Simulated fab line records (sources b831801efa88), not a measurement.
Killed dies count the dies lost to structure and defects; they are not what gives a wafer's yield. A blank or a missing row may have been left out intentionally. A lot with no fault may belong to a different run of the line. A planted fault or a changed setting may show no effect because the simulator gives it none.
Which tool did it? | flow sfqLine | at 1 step of a route of 325, 15 lots with 45 wafers sampled

## WHAT EACH GAUGE READ, for each wafer
The record lacks any reading of a measuring or inspecting step that a usual standard deviation could be used to judge.

## WHAT TOOL EACH LOT RAN ON (gives the tool, then ch and the chambers of the sampled wafers, and finally the start)
lot  | SFQ_TRILAYER_I4_VIA_LITHO_PEB_106
L920 | lithoTrack-04 ch 0, day 37 02:20
L922 | lithoTrack-01 ch 0, day 43 10:05
L923 | lithoTrack-01 ch 0, day 43 11:17
L924 | lithoTrack-04 ch 0, day 43 12:32
L925 | lithoTrack-01 ch 0, day 45 02:15
L926 | lithoTrack-03 ch 0, day 51 06:26
L927 | lithoTrack-04 ch 0, day 52 08:38
L930 | lithoTrack-04 ch 0, day 53 07:22
L931 | lithoTrack-04 ch 0, day 53 15:50
L932 | lithoTrack-04 ch 0, day 53 17:01
L938 | lithoTrack-01 ch 0, day 56 16:56
L940 | lithoTrack-01 ch 0, day 57 13:19
L941 | lithoTrack-04 ch 0, day 57 15:43
L942 | lithoTrack-01 ch 0, day 58 03:16
L943 | lithoTrack-01 ch 0, day 58 06:53
- SFQ_TRILAYER_I4_VIA_LITHO_PEB_106: peb time 60 s.

## WHAT THE TOOLS THEMSELVES READ (means of the sampled wafers that have a number; where no wafer has one, the mark that the record gives instead)
SFQ_TRILAYER_I4_VIA_LITHO_PEB_106. Usual: 79.15 W for heaterPowerTotalW, sd 0.069.
lot  | tool          | heaterPowerTotalW (W) | flag
L920 | lithoTrack-04 | 79.15                 | 
L922 | lithoTrack-01 | 79.20                 | 
L923 | lithoTrack-01 | 79.18                 | 
L924 | lithoTrack-04 | 79.18                 | 
L925 | lithoTrack-01 | 79.15                 | 
L926 | lithoTrack-03 | 79.20                 | 
L927 | lithoTrack-04 | 79.17                 | 
L930 | lithoTrack-04 | 85.18                 | OFF
L931 | lithoTrack-04 | 85.23                 | OFF
L932 | lithoTrack-04 | 85.20                 | OFF
L938 | lithoTrack-01 | 79.11                 | 
L940 | lithoTrack-01 | 79.15                 | 
L941 | lithoTrack-04 | 79.14                 | 
L942 | lithoTrack-01 | 79.08                 | 
L943 | lithoTrack-01 | 79.16                 | 

## THE ANSWER, worked out from the rows above alone
Rule: a lot is off if the mean of its wafers that have a number lies more than 3 standard deviations from the usual mean. Also off: a lot with no number at a reading for which 4 or more lots have one. All remaining lots with rows at the step are treated as sound. First the gauges in route order, then the tools' own readings, where a lot's mean is used as printed above. The first step at which some lot is off is used, and at that step the reading that is off furthest; a lot without a number counts as furthest.
Off: L930, L931, L932 (SFQ_TRILAYER_I4_VIA_LITHO_PEB_106, heaterPowerTotalW).
If a tool, at that step or one of the process steps before it, ran each lot that is off and ran no sound lot following the first of them, it fits. No candidate that was tried fits.

## WHAT THE SIMULATOR HAD INSERTED
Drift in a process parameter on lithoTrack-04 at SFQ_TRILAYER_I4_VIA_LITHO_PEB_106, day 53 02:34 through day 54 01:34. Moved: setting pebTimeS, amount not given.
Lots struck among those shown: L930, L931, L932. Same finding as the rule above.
